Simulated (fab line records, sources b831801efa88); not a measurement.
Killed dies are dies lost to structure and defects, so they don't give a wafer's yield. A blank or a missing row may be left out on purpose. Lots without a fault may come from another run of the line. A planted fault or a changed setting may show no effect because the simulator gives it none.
Which tool did it? | flow sky130 | 7 lots, 21 wafers sampled, at 2 steps of a route of 708

WHAT THE GAUGES READ, wafer by wafer
SKY_LDD_HVN_OVL_MEAS_07.
lot  | measured     | on         | LDD_HVN_OVL (nm)
L532 | day 21 12:55 | overlay-02 | 1.1 1.5 0.3
L536 | day 22 08:52 | overlay-01 | 1.3 1.8 1.6
L538 | day 23 12:20 | overlay-01 | 2.0 3.2 2.3
L540 | day 23 17:59 | overlay-02 | 0.6 1.5 0.1
L543 | day 25 00:59 | overlay-01 | -0.6 1.4 -1.0
L547 | day 26 13:10 | overlay-02 | 1.0 1.0 1.3
L553 | day 29 11:31 | overlay-02 | - - -

WHICH TOOL RAN EACH LOT (tool, then ch and the chambers of the sampled wafers, then the start)
lot  | SKY_LDD_HVN_EXPOSE_04
L532 | iline_stepper-01 ch 0, day 20 21:06
L536 | iline_stepper-02 ch 0, day 21 17:52
L538 | iline_stepper-01 ch 0, day 22 21:44
L540 | iline_stepper-02 ch 0, day 23 03:13
L543 | iline_stepper-01 ch 0, day 24 10:50
L547 | iline_stepper-01 ch 0, day 25 22:10
L553 | iline_stepper-01, day 28 21:37
- SKY_LDD_HVN_EXPOSE_04: exposes mask HVNTM, target cd 700 nm.

THE ANSWER, worked out from the rows above alone
Rule: what is usual is taken from the lots themselves. Put in order of their means at a reading, lots are off if they are a third of the lots or fewer, leave a main group of 4 or more, and stand apart from it by a gap of 3 or more times the standard deviation of the main group's means; of several such gaps the widest counts. A main group whose means are all the same, to the digits that the tables above print for the reading, isn't used. A lot without any number at a reading at which 4 lots or more have one is off too. The other lots that the step has rows for count as sound.
Off: L553, at SKY_LDD_HVN_OVL_MEAS_07 (LDD_HVN_OVL). Without a number there: L553. The main group: mean 1.1 nm, standard deviation 0.78.
A tool fits if, at a process step before that reading, it ran every lot that is off, and no sound lot after the first of them. The gauges at SKY_LDD_HVN_OVL_MEAS_07 are tried like those tools. Can't be told from this: 2 tools fit, iline_stepper-01 at SKY_LDD_HVN_EXPOSE_04, overlay-02 at SKY_LDD_HVN_OVL_MEAS_07.

WHAT THE SIMULATOR HAD PUT IN
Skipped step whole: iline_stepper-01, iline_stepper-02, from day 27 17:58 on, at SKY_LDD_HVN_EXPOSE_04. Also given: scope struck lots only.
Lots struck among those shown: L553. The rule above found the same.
